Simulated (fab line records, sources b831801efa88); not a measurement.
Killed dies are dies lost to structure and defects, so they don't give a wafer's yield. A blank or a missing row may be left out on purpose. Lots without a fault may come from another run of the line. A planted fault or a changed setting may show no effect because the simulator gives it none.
fab line records | flow gf180mcu
record lots=5 wafers=15 last_day=34
route steps=602 shown NWELL@52 LVPWELL@54 MVSD@66 MVPSD@78
lots that met no fault: from a run of the same line without faults
start_h: hours from the record's first day to the start of the lot's first wafer shown | wait_h: hours since the lot's step before | " the same as in the row above | L1.1+2: a row that stands for several wafers | - no value, or no start given | * or withheld: withheld | < > ~ a bound
route shown NAME@n: a module of which the file shows steps, and the number in the route of the first | usual: mean/standard deviation of fault-free wafers | same: alike in all rows | chamber/n: place in a boat | sites: the reading at each site | _std_site: their standard deviation | _edge_site: outer sites' mean less inner sites' | radius_mm: how far each site lies from the wafer's centre | mask NAME#n: copy n | behind: the tool/chamber that last shaped the wafer | hold: why the lot was held/for how many hours/how that ended | device: the transistor (n, p or np) that didn't switch | end of line: the same wafers' tests at the end of the route | a step without rows: its recipe alone | killed: dies lost to structure and defects at the first sort, not the wafer's yield | map: a wafer's dies, x killed, . not, _ none there
set.NAME: the setting as run; set.NAME@STEP: as run at that earlier step | model.NAME: the simulator's own value behind a step, which no gauge read
lots at some steps of the route; a table a step, a row a wafer
services: from which hour (start_h, from the record's first day; less than 0 if before it) a tool's chamber was out of use, for how many hours, and why
## steps
# step GF_NWELL_STRIP_10
# recipe chemistry=O2/N2 power_w=1400 pressure_mtorr=1500 platen_temp_c=250 o2_flow_sccm=3000 n2_flow_sccm=300 overash_fraction=0.5
# usual drypump_motor_current_A=5.53/0.16 heater_power_w=366/34 oes_product_au=0.722/0.0043 strip_time_to_endpoint_s=36.97/0.12
# columns lot.wafer tool chamber start_h wait_h drypump_motor_current_A heater_power_w oes_product_au rf_hours_counter_h strip_time_to_endpoint_s
L075.1 plasma_asher-03 1 60.39 0.1 5.58 361 0.717 40 37.20
L075.2 " 0 " " 5.73 361 0.721 40 37.07
L075.6 " 0 " " 5.72 366 0.718 - 37.02
L079.4 plasma_asher-01 1 87.26 0.1 5.27 310 0.723 - 36.74
L079.5 " 0 " " 5.27 343 0.733 - 36.86
L079.6 " 1 " " 5.30 299 0.725 - 36.77
L081.3 plasma_asher-03 1 95.88 0.1 5.58 371 0.729 - 36.89
L081.5 " 1 " " 5.59 376 0.724 - 36.98
L081.6 " 0 " " 5.73 362 0.719 - 36.92
L082.3 plasma_asher-01 1 102.93 0.1 5.28 306 0.726 - 36.90
L082.5 " 1 " " 5.32 297 0.717 - 36.93
L082.6 " 0 " " 5.27 347 0.722 - 36.98
L097.2 plasma_asher-04 1 179.09 0.1 5.48 433 0.722 44 37.11
L097.3 " 0 " " 5.48 353 0.727 - 37.11
L097.5 " 1 " " 5.49 434 0.727 - 36.97
# step GF_NWELL_TW_MEAS_11
# usual NWELL_TW=1569/6.5
# columns lot.wafer tool chamber start_h wait_h NWELL_TW
L075.1 film_metro-03 - 60.49 0.1 1567
L075.2 " - " " 1573
L075.6 " - " " 1568
L079.4 film_metro-01 - 87.36 0.1 1577
L079.5 " - " " 1577
L079.6 " - " " 1570
L081.3 film_metro-03 - 95.96 0.1 1571
L081.5 " - " " 1582
L081.6 " - " " 1567
L082.3 film_metro-03 - 103.01 0.1 1570
L082.5 " - " " 1575
L082.6 " - " " 1570
L097.2 film_metro-02 - 179.20 0.1 1569
L097.3 " - " " 1565
L097.5 " - " " 1565
# step GF_LVPWELL_DEHYDRATE_00
# recipe temp_c=200 time_s=60
# usual heater_power_total_W=160.36/0.13
# columns lot.wafer tool chamber start_h wait_h heater_power_total_W
L075.1 litho_track-03 0 66.41 5.9 160.56
L075.2 " 0 " " 160.38
L075.6 " 0 " " 160.64
L079.4 litho_track-02 0 93.27 5.9 160.37
L079.5 " 0 " " 160.23
L079.6 " 0 " " 160.39
L081.3 litho_track-04 0 102.11 6.1 160.38
L081.5 " 0 " " 160.46
L081.6 " 0 " " 160.25
L082.3 litho_track-04 0 109.61 6.6 160.24
L082.5 " 0 " " 160.24
L082.6 " 0 " " 160.29
L097.2 litho_track-03 0 186.83 7.6 160.38
L097.3 " 0 " " 160.57
L097.5 " 0 " " 160.32
# step GF_LVPWELL_HMDS_01
# recipe prime_time_s=60 prime_temp_c=120
# usual prime_temp_c=120.02/0.14
# columns lot.wafer tool chamber start_h wait_h prime_temp_c
L075.1 litho_track-03 0 66.56 0.1 120.09
L075.2 " 0 " " 120.00
L075.6 " 0 " " 120.10
L079.4 litho_track-02 0 93.42 0.1 119.78
L079.5 " 0 " " 120.03
L079.6 " 0 " " 119.95
L081.3 litho_track-04 0 102.26 0.1 120.05
L081.5 " 0 " " 119.95
L081.6 " 0 " " 120.00
L082.3 litho_track-04 0 109.76 0.1 119.83
L082.5 " 0 " " 119.85
L082.6 " 0 " " 119.88
L097.2 litho_track-03 0 186.98 0.1 119.86
L097.3 " 0 " " 119.91
L097.5 " 0 " " 119.70
# step GF_LVPWELL_COAT_02
# recipe spin_rpm=2000 resist_thk_nm=3000
# usual dispense_pressure_kPa=51.9/2.1
# columns lot.wafer tool chamber start_h wait_h dispense_pressure_kPa
L075.1 litho_track-03 0 66.71 0.1 51.9
L075.2 " 0 " " 52.0
L075.6 " 0 " " 51.9
L079.4 litho_track-02 0 93.57 0.1 54.0
L079.5 " 0 " " 54.0
L079.6 " 0 " " 54.0
L081.3 litho_track-04 0 102.41 0.1 49.3
L081.5 " 0 " " 49.4
L081.6 " 0 " " 49.3
L082.3 litho_track-04 0 109.91 0.1 49.3
L082.5 " 0 " " 49.3
L082.6 " 0 " " 49.3
L097.2 litho_track-03 0 187.13 0.1 52.0
L097.3 " 0 " " 52.0
L097.5 " 0 " " 52.0
# step GF_LVPWELL_SOFTBAKE_03
# recipe temp_c=110 time_s=withheld
# usual heater_power_total_W=65.31/0.13
# columns lot.wafer tool chamber start_h wait_h heater_power_total_W
L075.1 litho_track-03 0 66.86 0.1 65.20
L075.2 " 0 " " 65.50
L075.6 " 0 " " 65.30
L079.4 litho_track-02 0 93.74 0.1 65.21
L079.5 " 0 " " 65.54
L079.6 " 0 " " 65.14
L081.3 litho_track-04 0 102.57 0.1 65.26
L081.5 " 0 " " 65.41
L081.6 " 0 " " 65.34
L082.3 litho_track-04 0 110.07 0.1 65.35
L082.5 " 0 " " 65.32
L082.6 " 0 " " 65.11
L097.2 litho_track-03 0 187.29 0.1 65.50
L097.3 " 0 " " 65.44
L097.5 " 0 " " 65.20
# step GF_LVPWELL_EXPOSE_04
# recipe mask_id=LVPWELL target_cd_nm=600 na=0.6 source_shape=conventional sigma_outer=0.6 dose_mj=260
# columns lot.wafer tool chamber start_h wait_h mask
L075.1+2+6 iline_stepper-01 0 - - LVPWELL#0
L079.4+5+6 iline_stepper-01 0 - - LVPWELL#0
L081.3+5+6 iline_stepper-01 0 - - LVPWELL#0
L082.3+5+6 iline_stepper-02 0 - - LVPWELL#0
L097.2+3+5 iline_stepper-01 0 - - LVPWELL#0
# step GF_LVPWELL_PEB_05
# recipe temp_c=115 time_s=withheld
# usual heater_power_total_W=69.32/0.13
# columns lot.wafer tool chamber start_h wait_h heater_power_total_W
L075.1 litho_track-02 0 - - 69.23
L075.2 " 0 " " 69.30
L075.6 " 0 " " 69.39
L079.4 litho_track-03 0 - - 69.18
L079.5 " 0 " " 69.21
L079.6 " 0 " " 69.15
L081.3 litho_track-04 0 - - 69.37
L081.5 " 0 " " 69.41
L081.6 " 0 " " 69.46
L082.3 litho_track-04 0 - - 69.29
L082.5 " 0 " " 69.24
L082.6 " 0 " " 69.32
L097.2 litho_track-02 0 - - 69.52
L097.3 " 0 " " 69.41
L097.5 " 0 " " 69.49
# step GF_LVPWELL_DEVELOP_06
# recipe wall_angle_deg=90 develop_time_s=60 dev_temp_c=23
# columns lot.wafer tool chamber start_h wait_h
L075.1+2+6 litho_track-02 0 - -
L079.4+5+6 litho_track-03 0 - -
L081.3+5+6 litho_track-04 0 - -
L082.3+5+6 litho_track-04 0 - -
L097.2+3+5 litho_track-02 0 - -
# step GF_LVPWELL_OVL_MEAS_07
# usual LVPWELL_OVL=-0.9/1.3
# columns lot.wafer tool chamber start_h wait_h LVPWELL_OVL[nm]
L075.1 overlay-01 - 73.34 - -0.5
L075.2 " - " " -0.7
L075.6 " - " " 0.8
L079.4 overlay-01 - 100.67 - -1.5
L079.5 " - " " -0.1
L079.6 " - " " 0.3
L081.3 overlay-02 - 109.57 - -2.6
L081.5 " - " " -2.5
L081.6 " - " " -3.5
L082.3 overlay-01 - 117.92 - 1.3
L082.5 " - " " 0.5
L082.6 " - " " 0.5
L097.2 overlay-01 - 195.95 - -2.6
L097.3 " - " " -2.8
L097.5 " - " " -1.1
# step GF_LVPWELL_IMPLANT_08
# recipe species=B energy_kev=170 dose_cm2=1.5e+13 tilt_deg=0
# usual end_station_pressure_torr=5.06e-06/2.6e-07
# columns lot.wafer tool chamber start_h wait_h end_station_pressure_torr
L075.1 implanter-02 0 73.38 0.0 5.13e-06
L075.2 " 0 " " 4.82e-06
L075.6 " 0 " " 4.74e-06
L079.4 implanter-03 0 100.77 0.1 5.44e-06
L079.5 " 0 " " 4.95e-06
L079.6 " 0 " " 4.84e-06
L081.3 implanter-01 0 109.64 0.1 5.23e-06
L081.5 " 0 " " 4.55e-06
L081.6 " 0 " " 4.49e-06
L082.3 implanter-01 0 117.99 0.1 4.73e-06
L082.5 " 0 " " 5.01e-06
L082.6 " 0 " " 5.32e-06
L097.2 implanter-01 0 196.00 0.0 5.24e-06
L097.3 " 0 " " 4.99e-06
L097.5 " 0 " " 4.95e-06
# step GF_LVPWELL_IMPLANT_09
# recipe species=B energy_kev=60 dose_cm2=5e+12 tilt_deg=0
# usual end_station_pressure_torr=5.01e-06/2.8e-07
# columns lot.wafer tool chamber start_h wait_h end_station_pressure_torr
L075.1 implanter-02 0 73.53 0.1 5.08e-06
L075.2 " 0 " " 5.33e-06
L075.6 " 0 " " 4.82e-06
L079.4 implanter-03 0 100.92 0.1 4.8e-06
L079.5 " 0 " " 5.46e-06
L079.6 " 0 " " 5.19e-06
L081.3 implanter-01 0 109.79 0.1 5.21e-06
L081.5 " 0 " " 4.91e-06
L081.6 " 0 " " 4.49e-06
L082.3 implanter-01 0 118.14 0.1 4.8e-06
L082.5 " 0 " " 5.01e-06
L082.6 " 0 " " 5.07e-06
L097.2 implanter-01 0 196.15 0.1 4.9e-06
L097.3 " 0 " " 5.04e-06
L097.5 " 0 " " 6.03e-06
# step GF_LVPWELL_STRIP_10
# recipe chemistry=O2/N2 power_w=1400 pressure_mtorr=1500 platen_temp_c=250 o2_flow_sccm=3000 n2_flow_sccm=300 overash_fraction=0.5
# usual drypump_motor_current_A=5.57/0.25 heater_power_w=344/24 oes_product_au=0.722/0.0047 strip_time_to_endpoint_s=36.97/0.098
# columns lot.wafer tool chamber start_h wait_h drypump_motor_current_A heater_power_w oes_product_au rf_hours_counter_h strip_time_to_endpoint_s
L075.1 plasma_asher-01 0 73.68 0.1 5.26 363 0.725 45 36.95
L075.2 " 1 " " 5.31 307 0.716 45 36.97
L075.6 " 0 " " 5.27 348 0.729 - 37.01
L079.4 plasma_asher-02 0 101.02 0.1 6.00 334 0.716 - 37.07
L079.5 " 0 " " 5.99 340 0.720 - 37.12
L079.6 " 1 " " 5.56 359 0.720 - 37.11
L081.3 plasma_asher-01 0 109.93 0.1 5.29 349 0.714 - 36.88
L081.5 " 1 " " 5.32 304 0.726 - 36.94
L081.6 " 0 " " 5.26 347 0.725 - 36.93
L082.3 plasma_asher-01 1 118.28 0.1 5.35 301 0.729 - 36.98
L082.5 " 0 " " 5.25 357 0.713 - 37.03
L082.6 " 1 " " 5.33 304 0.715 - 36.92
L097.2 plasma_asher-03 0 196.28 0.1 5.78 368 0.726 55 36.87
L097.3 " 1 " " 5.58 368 0.731 - 36.97
L097.5 " 0 " " 5.76 365 0.725 - 36.87
# step GF_LVPWELL_TW_MEAS_11
# usual LVPWELL_TW=556/3.4
# columns lot.wafer tool chamber start_h wait_h LVPWELL_TW
L075.1 film_metro-02 - 73.78 0.1 555
L075.2 " - " " 552
L075.6 " - " " 550
L079.4 film_metro-02 - 101.12 0.1 558
L079.5 " - " " 556
L079.6 " - " " 556
L081.3 film_metro-03 - 110.01 0.1 554
L081.5 " - " " 555
L081.6 " - " " 556
L082.3 film_metro-01 - 118.36 0.1 558
L082.5 " - " " 554
L082.6 " - " " 555
L097.2 film_metro-03 - 196.39 0.1 557
L097.3 " - " " 561
L097.5 " - " " 559
# step GF_MVSD_DEHYDRATE_00
# recipe temp_c=200 time_s=60
# usual heater_power_total_W=160.39/0.13
# columns lot.wafer tool chamber start_h wait_h heater_power_total_W
L075.1 litho_track-01 0 80.11 6.3 160.31
L075.2 " 0 " " 160.53
L075.6 " 0 " " 160.37
L079.4 litho_track-02 0 107.17 6.0 160.41
L079.5 " 0 " " 160.34
L079.6 " 0 " " 160.36
L081.3 litho_track-01 0 116.76 6.7 160.21
L081.5 " 0 " " 160.56
L081.6 " 0 " " 160.46
L082.3 litho_track-01 0 125.26 6.9 160.13
L082.5 " 0 " " 160.40
L082.6 " 0 " " 160.35
L097.2 litho_track-04 0 203.93 7.5 160.26
L097.3 " 0 " " 160.21
L097.5 " 0 " " 160.28
# step GF_MVSD_HMDS_01
# recipe prime_time_s=60 prime_temp_c=120
# usual prime_temp_c=120.02/0.14
# columns lot.wafer tool chamber start_h wait_h prime_temp_c
L075.1 litho_track-01 0 80.26 0.1 120.03
L075.2 " 0 " " 120.09
L075.6 " 0 " " 120.06
L079.4 litho_track-02 0 107.32 0.1 120.10
L079.5 " 0 " " 120.17
L079.6 " 0 " " 120.16
L081.3 litho_track-01 0 116.91 0.1 120.15
L081.5 " 0 " " 120.09
L081.6 " 0 " " 120.03
L082.3 litho_track-01 0 125.41 0.1 120.16
L082.5 " 0 " " 119.98
L082.6 " 0 " " 120.00
L097.2 litho_track-04 0 204.08 0.1 120.29
L097.3 " 0 " " 120.27
L097.5 " 0 " " 120.12
# step GF_MVSD_COAT_02
# recipe spin_rpm=2000 resist_thk_nm=3000
# usual dispense_pressure_kPa=51.0/2.1
# columns lot.wafer tool chamber start_h wait_h dispense_pressure_kPa
L075.1 litho_track-01 0 80.41 0.1 49.7
L075.2 " 0 " " 49.7
L075.6 " 0 " " 49.7
L079.4 litho_track-02 0 107.47 0.1 54.0
L079.5 " 0 " " 54.0
L079.6 " 0 " " 54.0
L081.3 litho_track-01 0 117.06 0.1 49.7
L081.5 " 0 " " 49.7
L081.6 " 0 " " 49.7
L082.3 litho_track-01 0 125.56 0.1 49.7
L082.5 " 0 " " 49.7
L082.6 " 0 " " 49.8
L097.2 litho_track-04 0 204.23 0.1 49.3
L097.3 " 0 " " 49.3
L097.5 " 0 " " 49.3
# step GF_MVSD_SOFTBAKE_03
# recipe temp_c=110 time_s=withheld
# usual heater_power_total_W=65.32/0.13
# columns lot.wafer tool chamber start_h wait_h heater_power_total_W
L075.1 litho_track-01 0 80.56 0.1 65.23
L075.2 " 0 " " 65.36
L075.6 " 0 " " 65.39
L079.4 litho_track-02 0 107.64 0.1 65.26
L079.5 " 0 " " 65.51
L079.6 " 0 " " 65.25
L081.3 litho_track-01 0 117.22 0.1 65.55
L081.5 " 0 " " 65.25
L081.6 " 0 " " 65.21
L082.3 litho_track-01 0 125.72 0.1 65.43
L082.5 " 0 " " 65.49
L082.6 " 0 " " 65.52
L097.2 litho_track-04 0 204.39 0.1 65.47
L097.3 " 0 " " 65.46
L097.5 " 0 " " 65.42
# step GF_MVSD_EXPOSE_04
# recipe mask_id=MVSD target_cd_nm=1000 na=0.6 source_shape=conventional sigma_outer=0.6 dose_mj=260
# columns lot.wafer tool chamber start_h wait_h mask
L075.1+2+6 iline_stepper-01 0 - - MVSD#0
L079.4+5+6 iline_stepper-01 0 - - MVSD#0
L081.3+5+6 iline_stepper-01 0 - - MVSD#0
L082.3+5+6 iline_stepper-02 0 - - MVSD#0
L097.2+3+5 iline_stepper-01 0 - - MVSD#0
# step GF_MVSD_PEB_05
# recipe temp_c=115 time_s=withheld
# usual heater_power_total_W=69.35/0.13
# columns lot.wafer tool chamber start_h wait_h heater_power_total_W
L075.1 litho_track-02 0 - - 69.19
L075.2 " 0 " " 69.21
L075.6 " 0 " " 69.46
L079.4 litho_track-02 0 - - 69.46
L079.5 " 0 " " 69.45
L079.6 " 0 " " 69.39
L081.3 litho_track-01 0 - - 69.26
L081.5 " 0 " " 69.28
L081.6 " 0 " " 69.24
L082.3 litho_track-02 0 - - 69.18
L082.5 " 0 " " 69.25
L082.6 " 0 " " 69.45
L097.2 litho_track-01 0 - - 69.54
L097.3 " 0 " " 69.47
L097.5 " 0 " " 69.41
# step GF_MVSD_DEVELOP_06
# recipe wall_angle_deg=90 develop_time_s=60 dev_temp_c=23
# columns lot.wafer tool chamber start_h wait_h
L075.1+2+6 litho_track-02 0 - -
L079.4+5+6 litho_track-02 0 - -
L081.3+5+6 litho_track-01 0 - -
L082.3+5+6 litho_track-02 0 - -
L097.2+3+5 litho_track-01 0 - -
# step GF_MVSD_OVL_MEAS_07
# usual MVSD_OVL=0.6/1.7
# columns lot.wafer tool chamber start_h wait_h MVSD_OVL[nm]
L075.1 overlay-02 - 87.24 - 2.2
L075.2 " - " " 1.9
L075.6 " - " " 2.4
L079.4 overlay-02 - 114.51 - 1.2
L079.5 " - " " 1.5
L079.6 " - " " 2.0
L081.3 overlay-01 - 124.57 - 2.1
L081.5 " - " " 1.0
L081.6 " - " " 1.3
L082.3 overlay-01 - 133.35 - -1.2
L082.5 " - " " -1.0
L082.6 " - " " -1.4
L097.2 overlay-01 - 213.53 - 3.0
L097.3 " - " " 2.9
L097.5 " - " " 1.8
# step GF_MVSD_IMPLANT_08
# recipe species=P energy_kev=400 dose_cm2=1.682e+13 tilt_deg=0
# usual end_station_pressure_torr=5.06e-06/2.4e-07
# columns lot.wafer tool chamber start_h wait_h end_station_pressure_torr
L075.1 implanter-04 0 87.28 0.0 4.85e-06
L075.2 " 0 " " 4.97e-06
L075.6 " 0 " " 5.38e-06
L079.4 implanter-04 0 114.60 0.1 4.29e-06
L079.5 " 0 " " 5.03e-06
L079.6 " 0 " " 4.54e-06
L081.3 implanter-01 0 124.64 0.1 5.09e-06
L081.5 " 0 " " 4.75e-06
L081.6 " 0 " " 4.63e-06
L082.3 implanter-03 0 133.43 0.1 5.08e-06
L082.5 " 0 " " 5e-06
L082.6 " 0 " " 4.93e-06
L097.2 implanter-03 0 213.59 0.0 5.31e-06
L097.3 " 0 " " 5.14e-06
L097.5 " 0 " " 4.94e-06
# step GF_MVSD_IMPLANT_09
# recipe species=P energy_kev=100 dose_cm2=5e+12 tilt_deg=0
# usual end_station_pressure_torr=5.02e-06/2.8e-07
# columns lot.wafer tool chamber start_h wait_h end_station_pressure_torr
L075.1 implanter-04 0 87.43 0.1 5.18e-06
L075.2 " 0 " " 4.38e-06
L075.6 " 0 " " 5.19e-06
L079.4 implanter-04 0 114.75 0.1 5.14e-06
L079.5 " 0 " " 4.61e-06
L079.6 " 0 " " 4.97e-06
L081.3 implanter-01 0 124.79 0.1 5.02e-06
L081.5 " 0 " " 4.83e-06
L081.6 " 0 " " 5.23e-06
L082.3 implanter-03 0 133.58 0.1 5.35e-06
L082.5 " 0 " " 5.27e-06
L082.6 " 0 " " 4.85e-06
L097.2 implanter-03 0 213.74 0.1 4.99e-06
L097.3 " 0 " " 4.78e-06
L097.5 " 0 " " 5.12e-06
# step GF_MVSD_STRIP_10
# recipe chemistry=O2/N2 power_w=1400 pressure_mtorr=1500 platen_temp_c=250 o2_flow_sccm=3000 n2_flow_sccm=300 overash_fraction=0.5
# usual drypump_motor_current_A=5.63/0.16 heater_power_w=371/34 oes_product_au=0.722/0.0043 strip_time_to_endpoint_s=36.95/0.086
# columns lot.wafer tool chamber start_h wait_h drypump_motor_current_A heater_power_w oes_product_au rf_hours_counter_h strip_time_to_endpoint_s
L075.1 plasma_asher-02 1 87.58 0.1 5.53 350 0.724 37 36.99
L075.2 " 0 " " 5.96 319 0.722 37 36.95
L075.6 " 0 " " 5.93 331 0.716 - 36.89
L079.4 plasma_asher-03 0 114.86 0.1 5.76 370 0.725 - 37.11
L079.5 " 0 " " 5.75 371 0.722 - 37.09
L079.6 " 1 " " 5.58 367 0.720 - 37.16
L081.3 plasma_asher-04 1 124.93 0.1 5.51 438 0.717 - 36.80
L081.5 " 0 " " 5.48 366 0.724 - 36.81
L081.6 " 1 " " 5.52 425 0.726 - 36.82
L082.3 plasma_asher-03 0 133.71 0.1 5.76 362 0.720 - 36.81
L082.5 " 1 " " 5.59 379 0.717 - 36.94
L082.6 " 0 " " 5.73 365 0.717 - 36.81
L097.2 plasma_asher-02 1 213.86 0.1 5.58 335 0.712 9 36.88
L097.3 " 0 " " 6.02 324 0.723 - 36.91
L097.5 " 0 " " 5.97 328 0.727 - 37.03
# step GF_MVSD_TW_MEAS_11
# usual MVSD_TW=1595/9.1
# columns lot.wafer tool chamber start_h wait_h MVSD_TW
L075.1 film_metro-01 - 87.68 0.1 1601
L075.2 " - " " 1609
L075.6 " - " " 1599
L079.4 film_metro-03 - 114.96 0.1 1590
L079.5 " - " " 1595
L079.6 " - " " 1590
L081.3 film_metro-01 - 125.01 0.1 1602
L081.5 " - " " 1590
L081.6 " - " " 1593
L082.3 film_metro-03 - 133.80 0.1 1583
L082.5 " - " " 1591
L082.6 " - " " 1585
L097.2 film_metro-03 - 213.97 0.1 1608
L097.3 " - " " 1606
L097.5 " - " " 1602
# step GF_MVPSD_DEHYDRATE_00
# recipe temp_c=200 time_s=60
# usual heater_power_total_W=160.36/0.12
# columns lot.wafer tool chamber start_h wait_h heater_power_total_W
L075.1 litho_track-03 0 94.16 6.5 160.29
L075.2 " 0 " " 160.37
L075.6 " 0 " " 160.13
L079.4 litho_track-04 0 122.03 7.1 160.32
L079.5 " 0 " " 160.35
L079.6 " 0 " " 160.21
L081.3 litho_track-01 0 131.81 6.8 160.45
L081.5 " 0 " " 160.58
L081.6 " 0 " " 160.33
L082.3 litho_track-03 0 140.65 6.8 160.30
L082.5 " 0 " " 160.38
L082.6 " 0 " " 160.35
L097.2 litho_track-04 0 222.13 8.1 160.34
L097.3 " 0 " " 160.39
L097.5 " 0 " " 160.23
# step GF_MVPSD_HMDS_01
# recipe prime_time_s=60 prime_temp_c=120
# usual prime_temp_c=119.99/0.14
# columns lot.wafer tool chamber start_h wait_h prime_temp_c
L075.1 litho_track-03 0 94.31 0.1 120.15
L075.2 " 0 " " 120.02
L075.6 " 0 " " 120.01
L079.4 litho_track-04 0 122.18 0.1 120.00
L079.5 " 0 " " 120.03
L079.6 " 0 " " 119.83
L081.3 litho_track-01 0 131.96 0.1 120.16
L081.5 " 0 " " 120.09
L081.6 " 0 " " 119.99
L082.3 litho_track-03 0 140.80 0.1 119.74
L082.5 " 0 " " 120.02
L082.6 " 0 " " 120.01
L097.2 litho_track-04 0 222.28 0.1 119.72
L097.3 " 0 " " 119.79
L097.5 " 0 " " 119.82
# step GF_MVPSD_COAT_02
# recipe spin_rpm=2000 resist_thk_nm=3000
# usual dispense_pressure_kPa=50.4/1.2
# columns lot.wafer tool chamber start_h wait_h dispense_pressure_kPa
L075.1 litho_track-03 0 94.46 0.1 52.0
L075.2 " 0 " " 52.0
L075.6 " 0 " " 52.0
L079.4 litho_track-04 0 122.33 0.1 49.3
L079.5 " 0 " " 49.3
L079.6 " 0 " " 49.3
L081.3 litho_track-01 0 132.11 0.1 49.7
L081.5 " 0 " " 49.7
L081.6 " 0 " " 49.7
L082.3 litho_track-03 0 140.95 0.1 52.0
L082.5 " 0 " " 51.9
L082.6 " 0 " " 52.0
L097.2 litho_track-04 0 222.43 0.1 49.3
L097.3 " 0 " " 49.3
L097.5 " 0 " " 49.3
# step GF_MVPSD_SOFTBAKE_03
# recipe temp_c=110 time_s=withheld
# usual heater_power_total_W=65.29/0.14
# columns lot.wafer tool chamber start_h wait_h heater_power_total_W
L075.1 litho_track-03 0 94.61 0.1 65.44
L075.2 " 0 " " 65.47
L075.6 " 0 " " 65.04
L079.4 litho_track-04 0 122.51 0.1 65.46
L079.5 " 0 " " 65.59
L079.6 " 0 " " 65.11
L081.3 litho_track-01 0 132.27 0.1 65.48
L081.5 " 0 " " 65.22
L081.6 " 0 " " 65.26
L082.3 litho_track-03 0 141.12 0.1 65.35
L082.5 " 0 " " 65.11
L082.6 " 0 " " 65.20
L097.2 litho_track-04 0 222.59 0.1 65.09
L097.3 " 0 " " 65.45
L097.5 " 0 " " 65.10
# step GF_MVPSD_EXPOSE_04
# recipe mask_id=MVPSD target_cd_nm=1000 na=0.6 source_shape=conventional sigma_outer=0.6 dose_mj=260
# columns lot.wafer tool chamber start_h wait_h mask
L075.1+2+6 iline_stepper-02 0 - - MVPSD#0
L079.4+5+6 iline_stepper-01 0 - - MVPSD#0
L081.3+5+6 iline_stepper-01 0 - - MVPSD#0
L082.3+5+6 iline_stepper-02 0 - - MVPSD#0
L097.2+3+5 iline_stepper-02 0 - - MVPSD#0
# step GF_MVPSD_PEB_05
# recipe temp_c=115 time_s=withheld
# usual heater_power_total_W=69.33/0.13
# columns lot.wafer tool chamber start_h wait_h heater_power_total_W
L075.1 litho_track-01 0 - - 69.20
L075.2 " 0 " " 69.29
L075.6 " 0 " " 69.49
L079.4 litho_track-04 0 - - 69.16
L079.5 " 0 " " 69.36
L079.6 " 0 " " 69.27
L081.3 litho_track-01 0 - - 69.26
L081.5 " 0 " " 69.36
L081.6 " 0 " " 69.28
L082.3 litho_track-04 0 - - 69.40
L082.5 " 0 " " 69.11
L082.6 " 0 " " 69.50
L097.2 litho_track-03 0 - - 69.11
L097.3 " 0 " " 69.22
L097.5 " 0 " " 69.40
# step GF_MVPSD_DEVELOP_06
# recipe wall_angle_deg=90 develop_time_s=60 dev_temp_c=23
# columns lot.wafer tool chamber start_h wait_h
L075.1+2+6 litho_track-01 0 - -
L079.4+5+6 litho_track-04 0 - -
L081.3+5+6 litho_track-01 0 - -
L082.3+5+6 litho_track-04 0 - -
L097.2+3+5 litho_track-03 0 - -
# step GF_MVPSD_OVL_MEAS_07
# usual MVPSD_OVL=0.3/1.2
# columns lot.wafer tool chamber start_h wait_h MVPSD_OVL[nm]
L075.1 overlay-01 - 102.21 - 0.1
L075.2 " - " " -0.2
L075.6 " - " " 0.3
L079.4 overlay-01 - 129.83 - -0.7
L079.5 " - " " 0.0
L079.6 " - " " 0.1
L081.3 overlay-02 - 139.52 - -0.6
L081.5 " - " " 0.1
L081.6 " - " " 0.0
L082.3 overlay-02 - 149.07 - 1.1
L082.5 " - " " 1.6
L082.6 " - " " 0.3
L097.2 overlay-02 - 232.01 - 0.3
L097.3 " - " " -0.2
L097.5 " - " " 0.3
# step GF_MVPSD_IMPLANT_08
# recipe species=B energy_kev=170 dose_cm2=1.5e+13 tilt_deg=0
# usual end_station_pressure_torr=5.08e-06/2.7e-07
# columns lot.wafer tool chamber start_h wait_h end_station_pressure_torr
L075.1 implanter-02 0 102.24 0.0 4.77e-06
L075.2 " 0 " " 4.82e-06
L075.6 " 0 " " 5.07e-06
L079.4 implanter-03 0 129.92 0.1 5.01e-06
L079.5 " 0 " " 5.68e-06
L079.6 " 0 " " 5.03e-06
L081.3 implanter-02 0 139.59 0.1 5e-06
L081.5 " 0 " " 4.87e-06
L081.6 " 0 " " 5.49e-06
L082.3 implanter-04 0 149.14 0.1 5.34e-06
L082.5 " 0 " " 4.64e-06
L082.6 " 0 " " 4.61e-06
L097.2 implanter-03 0 232.06 0.0 4.75e-06
L097.3 " 0 " " 5.32e-06
L097.5 " 0 " " 4.95e-06
# step GF_MVPSD_IMPLANT_09
# recipe species=B energy_kev=40 dose_cm2=5e+12 tilt_deg=0
# usual end_station_pressure_torr=4.99e-06/2.6e-07
# columns lot.wafer tool chamber start_h wait_h end_station_pressure_torr
L075.1 implanter-02 0 102.39 0.1 4.98e-06
L075.2 " 0 " " 5.13e-06
L075.6 " 0 " " 5.01e-06
L079.4 implanter-03 0 130.07 0.1 5.07e-06
L079.5 " 0 " " 5.16e-06
L079.6 " 0 " " 4.92e-06
L081.3 implanter-02 0 139.74 0.1 5e-06
L081.5 " 0 " " 4.91e-06
L081.6 " 0 " " 5.08e-06
L082.3 implanter-04 0 149.29 0.1 4.43e-06
L082.5 " 0 " " 4.99e-06
L082.6 " 0 " " 4.63e-06
L097.2 implanter-03 0 232.21 0.1 5.14e-06
L097.3 " 0 " " 4.77e-06
L097.5 " 0 " " 4.99e-06
## services
# columns tool chamber start_h hours kind
iline_stepper-01 - 57.72 7.8 repair
plasma_asher-02 - 58.46 21.3 repair
plasma_asher-01 - 63.41 2.8 repair
implanter-04 - 71.33 5.2 pm
plasma_asher-04 - 75.03 0.3 repair
plasma_asher-02 - 108.75 9.0 pm
plasma_asher-02 0 108.75 9.0 vent_cycle
plasma_asher-02 1 108.75 9.0 vent_cycle
implanter-04 - 126.79 4.2 pm
implanter-04 - 131.03 3.7 pm
implanter-01 - 149.72 3.5 pm
iline_stepper-02 - 151.19 1.7 pm
plasma_asher-02 - 154.19 4.5 repair
plasma_asher-04 - 154.21 2.1 repair
plasma_asher-02 - 158.71 4.1 repair
iline_stepper-01 - 159.34 5.7 repair
plasma_asher-02 - 162.65 3.8 repair
plasma_asher-01 - 170.74 2.8 pm
implanter-02 - 171.59 5.4 repair
iline_stepper-01 - 177.90 4.4 pm
plasma_asher-03 - 181.22 0.5 repair
iline_stepper-01 - 198.05 1.7 pm
iline_stepper-02 - 212.52 4.4 pm
implanter-01 - 229.12 2.0 repair
## key
fault none
